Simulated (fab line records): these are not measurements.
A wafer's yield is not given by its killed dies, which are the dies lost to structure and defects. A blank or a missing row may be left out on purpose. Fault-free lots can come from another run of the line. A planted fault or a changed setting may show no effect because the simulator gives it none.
A single fault, viewed from 2 desks    flow sfq line    only its own numbers are on each desk; what lay behind them is given at the end

## THE METROLOGY DESK
Means of the sampled wafers that have a number, per lot and without regard to the tool the lot ran on: this is what the gauges read. Marked OUT: a lot whose mean sits more than 4 standard deviations from the usual mean, which makes it out of limits; the brackets give that distance.
Columns: A = M2_NB_RS at SFQ_M2_RS_MEAS_914, usual 0.889 ohm/sq; B = M2_OVL at SFQ_M2_OVL_MEAS_916, usual -2 nm
lot   first seen here  A      B
L587  day 23 16:13     0.888  9
L588  day 24 05:50     0.901  -7
L595  day 27 17:49     0.894  2
L599  day 29 02:17     0.901  -2
L604  day 29 11:23     0.890  0
L608  day 36 09:05     0.879  -2
This desk's verdict: no lot among the 6 shows anything out of limits.

## TOOL OWNER'S DESK, litho track-04
The tool's own readings at SFQ_TRILAYER_M2_LITHO_PEB_060 (peb time 60 s): means of the sampled wafers that have a number, for each lot that ran on this tool. Marked OUT: a lot whose mean sits more than 4 standard deviations from the usual mean, which makes it out of limits; the brackets give that distance.
Columns: A = heater power total W at SFQ_TRILAYER_M2_LITHO_PEB_060, usual 79.15 W
lot   first seen here  A
L595  day 34 09:56     85.69 (+90) OUT
L599  day 35 14:44     85.63 (+89) OUT
This desk's finding: out of limits on L595, L599; first on L595, day 34 09:56 (heater power total W at SFQ_TRILAYER_M2_LITHO_PEB_060). In limits: none.

## BROUGHT TOGETHER
The tool owner's desk could have raised an alarm at day 34 09:56, on L595, L599.
The metrology desk saw nothing out of limits.
The metrology desk has L595, L599 on record, within its limits.
SFQ_TRILAYER_M2_LITHO_PEB_060 was run on litho track-04 by each of the lots named.

## WHAT WAS PUT IN BY THE SIMULATOR
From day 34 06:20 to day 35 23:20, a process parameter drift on litho track-04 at SFQ_TRILAYER_M2_LITHO_PEB_060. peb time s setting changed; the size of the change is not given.
Struck lots among those shown: L595, L599.
How many hours passed from the start of the fault until each desk's first out-of-limits reading: the tool owner's desk, 4.
